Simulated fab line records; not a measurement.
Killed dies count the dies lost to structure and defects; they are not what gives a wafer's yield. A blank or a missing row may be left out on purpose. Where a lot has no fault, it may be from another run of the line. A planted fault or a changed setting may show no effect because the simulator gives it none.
Check for tools in common    flow sky130    14 lots, 42 wafers sampled

== WHY THIS WAS OPENED ==
2 of 14 lots carry a flag on the reading LDD_LDN_TW at SKY_LDD_LDN_TW_MEAS_13. No-fault wafers: 1482, standard deviation 15.
Rule: a lot is flagged when every wafer of it that has a number lies more than 4 standard deviations from that mean, or none has a number. The rest of the lots are taken to be sound.

lot   measured      on             LDD_LDN_TW, wafer by wafer  flag
L882  day 22 19:21  film_metro-02  1454 1462 1465              
L883  day 23 17:26  film_metro-03  1486 1485 1481              
L885  day 24 16:25  film_metro-03  1497 1495 1496              
L887  day 25 16:54  film_metro-03  30 30 30                    FLAGGED
L886  day 25 19:55  film_metro-03  30 30 30                    FLAGGED
L892  day 27 10:09  film_metro-02  1460 1457 1455              
L893  day 27 11:16  film_metro-02  1448 1457 1452              
L894  day 28 02:42  film_metro-03  1498 1496 1490              
L897  day 28 21:47  film_metro-04  1495 1501 1496              
L898  day 29 01:14  film_metro-03  1494 1488 1488              
L900  day 29 17:12  film_metro-04  1480 1493 1489              
L901  day 30 01:38  film_metro-02  1456 1460 1460              
L902  day 30 01:51  film_metro-04  1482 1486 1492              
L904  day 30 20:27  film_metro-04  1484 1482 1490              
The numbers of the flagged lots are 30 on average: -1452 against the usual, or -97 standard deviations.

== LOT BY LOT: THE TOOL USED ==
Before the reading, the record contains 2 process steps out of a 708-step route. Cell contents, in order: the tool; ch with the chambers the sampled wafers went through; the start.
lot   flag     SKY_LDD_HVP_STRIP_09                  SKY_LDD_LDN_STRIP_12
L882           plasma_asher-02 ch 0,1, day 21 12:25  plasma_asher-03 ch 0,1, day 22 19:16
L883           plasma_asher-03 ch 0,1, day 22 10:25  plasma_asher-02 ch 0,1, day 23 17:20
L885           plasma_asher-03 ch 0,1, day 23 09:36  plasma_asher-03 ch 0,1, day 24 16:18
L887  FLAGGED  plasma_asher-03 ch 0,1, day 24 10:43  plasma_asher-03 ch 0,1, day 25 16:49
L886  FLAGGED  plasma_asher-03 ch 0,1, day 24 13:29  plasma_asher-03 ch 0,1, day 25 19:49
L892           plasma_asher-03 ch 0,1, day 26 04:01  plasma_asher-02 ch 0,1, day 27 10:04
L893           plasma_asher-03 ch 0,1, day 26 05:16  plasma_asher-03 ch 0,1, day 27 11:09
L894           plasma_asher-04 ch 0,1, day 26 21:13  plasma_asher-03 ch 0,1, day 28 02:36
L897           plasma_asher-02 ch 0,1, day 27 18:05  plasma_asher-02 ch 0,1, day 28 21:41
L898           plasma_asher-04 ch 0,1, day 27 21:38  plasma_asher-03 ch 0,1, day 29 01:08
L900           plasma_asher-02 ch 0,1, day 28 14:13  plasma_asher-03 ch 0,1, day 29 17:07
L901           plasma_asher-04 ch 0,1, day 28 23:06  plasma_asher-01 ch 0,1, day 30 01:32
L902           plasma_asher-03 ch 0,1, day 28 23:13  plasma_asher-03 ch 0,1, day 30 01:45
L904           plasma_asher-02 ch 0,1, day 29 18:49  plasma_asher-02 ch 0,1, day 30 20:22
These steps, and what they do:
- SKY_LDD_HVP_STRIP_09: strips in O2/N2.
- SKY_LDD_LDN_STRIP_12: strips in O2/N2.
- SKY_LDD_LDN_TW_MEAS_13

== FLAGGED AGAINST TOTAL, ONE TOOL AT A TIME (gauges that did the reading follow at the end) ==
step                    tool             lots run  flagged  share of the flagged lots  sound lots run after its first flagged lot
SKY_LDD_HVP_STRIP_09    plasma_asher-02  4         0        none                       -
SKY_LDD_HVP_STRIP_09    plasma_asher-03  7         2        all                        3 (L892,L893,L902)
SKY_LDD_HVP_STRIP_09    plasma_asher-04  3         0        none                       -
SKY_LDD_LDN_STRIP_12    plasma_asher-01  1         0        none                       -
SKY_LDD_LDN_STRIP_12    plasma_asher-02  4         0        none                       -
SKY_LDD_LDN_STRIP_12    plasma_asher-03  9         2        all                        5 (L893,L894,L898,L900,L902)
SKY_LDD_LDN_TW_MEAS_13  film_metro-02    4         0        none                       -
SKY_LDD_LDN_TW_MEAS_13  film_metro-03    6         2        all                        2 (L894,L898)
SKY_LDD_LDN_TW_MEAS_13  film_metro-04    4         0        none                       -

== WHAT THE TABLE PERMITS ==
plasma_asher-03 at SKY_LDD_HVP_STRIP_09, plasma_asher-03 at SKY_LDD_LDN_STRIP_12 and film_metro-03 at SKY_LDD_LDN_TW_MEAS_13: these 3 rows of the table ran every flagged lot.
- plasma_asher-03 at SKY_LDD_HVP_STRIP_09 ran 7 lots, 2 of them flagged. Sound lots followed the first flagged one (L892, L893, L902) on it, something a lasting fault affecting the whole tool could not allow. On the flagged lots its readings are blank where sound lots have values: chamber_pressure_mTorr, drypump_motor_current_A, oes_product_au, strip_time_to_endpoint_s.
- plasma_asher-03 at SKY_LDD_LDN_STRIP_12 ran 9 lots, 2 of them flagged. Sound lots followed the first flagged one (L893, L894, L898, L900, L902) on it, something a lasting fault affecting the whole tool could not allow. Its own readings (strip_time_to_endpoint_s) fall more than 4 standard deviations out on all wafers of the flagged lots.
- film_metro-03 at SKY_LDD_LDN_TW_MEAS_13 ran 6 lots, 2 of them flagged. Sound lots followed the first flagged one (L894, L898) on it, something a lasting fault affecting the whole tool could not allow.
None of the table's rows ran every flagged lot and, after the first, no sound lot.

== WHAT THE SIMULATOR PUT IN ==
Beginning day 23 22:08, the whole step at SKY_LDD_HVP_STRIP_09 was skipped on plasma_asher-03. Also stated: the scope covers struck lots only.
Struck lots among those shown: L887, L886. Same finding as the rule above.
